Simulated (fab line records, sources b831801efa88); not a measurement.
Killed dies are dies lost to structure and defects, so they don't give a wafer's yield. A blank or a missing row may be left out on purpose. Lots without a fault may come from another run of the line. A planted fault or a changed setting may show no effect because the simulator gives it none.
Problem report in the 8D (eight disciplines) form, filled by code | flow gf180mcu | the parts of the form that need people (team, actions taken, sign-off) are left out

1. THE PROBLEM
LVPWELL_OVL at GF_LVPWELL_OVL_MEAS_07 reads a mean of -185.9 nm on 6 wafers of 2 lots; wafers without a fault read -0.5 nm with a standard deviation of 1.3. That is -99 or more standard deviations from the usual mean.
First seen on wafer L905.1, day 7 03:37, on overlay-02. The record holds 39 wafers of 13 lots with a number at this step. Rule for "out", or "out of limits": more than 4 standard deviations from the usual mean. The other wafers with a number count as sound.

2. WHAT IT IS AND WHAT IT IS NOT
question                    | is                     | is not
which readings at this step | LVPWELL_OVL            | -
which lots                  | L905, L906             | L891, L893, L894, L895, L896, L897, L903, L909, L911, L913, L914
which wafers of those lots  | all that have a number | -
read on which gauges        | overlay-01, overlay-02 | -
when                        | from day 7 03:37       | up to then (21 sound wafers); but 12 sound wafers of L909, L911, L913, L914 came after

3. SUSPECTS, AND WHAT RULES EACH OUT
Counting: a tool at a process step up to the reading stays a suspect if it ran every lot that is out and no sound lot after the first of them.
- the gauge at GF_LVPWELL_OVL_MEAS_07: ruled out. The wafers that are out were read on 2 gauges (overlay-01, overlay-02).
- iline_stepper-02 at GF_LVPWELL_EXPOSE_04 (exposes mask LVPWELL, target cd 600 nm): kept. It ran every lot that is out, first L905 (day 6 19:39), and no sound lot after that; its last sound lot up to then is L896 (day 4 18:57).
Left after counting: iline_stepper-02 at GF_LVPWELL_EXPOSE_04.

4. THE CAUSE (what the simulator had put in)
Scanner matching overlay: iline_stepper-02, from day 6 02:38 on, at GF_LVPWELL_EXPOSE_04. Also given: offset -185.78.
Counting left only this tool.

5. THE CHAIN OF EFFECTS, in route order
Each row: a reading whose mean over the struck wafers that have a number lies more than 3 standard deviations from the usual. Only readings for which the record gives a usual standard deviation are gone through. hours: the time from each lot's start at the first step in this table that gives one to its start at this step, as a median over the lots. sigmas: the change in usual standard deviations.
hours | step                   | reading     | usual   | on struck wafers | change | sigmas
0     | GF_LVPWELL_OVL_MEAS_07 | LVPWELL_OVL | -0.5 nm | -185.9           | -185.4 | -99 or more
Later measuring or inspecting steps at which every struck wafer that the step has a row for has a number for every such reading, and none has moved that far: GF_NSD_TW_MEAS_12.

6. WHAT WOULD HAVE CAUGHT IT SOONER
In this record the first reading out of limits at a measuring or inspecting step was taken at day 7 03:37, 25 hours after the fault began at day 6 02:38.
All the lots that are out (2) had begun GF_LVPWELL_EXPOSE_04 on iline_stepper-02 by day 7 03:37. A hold on the tool at that time would have spared none of them.
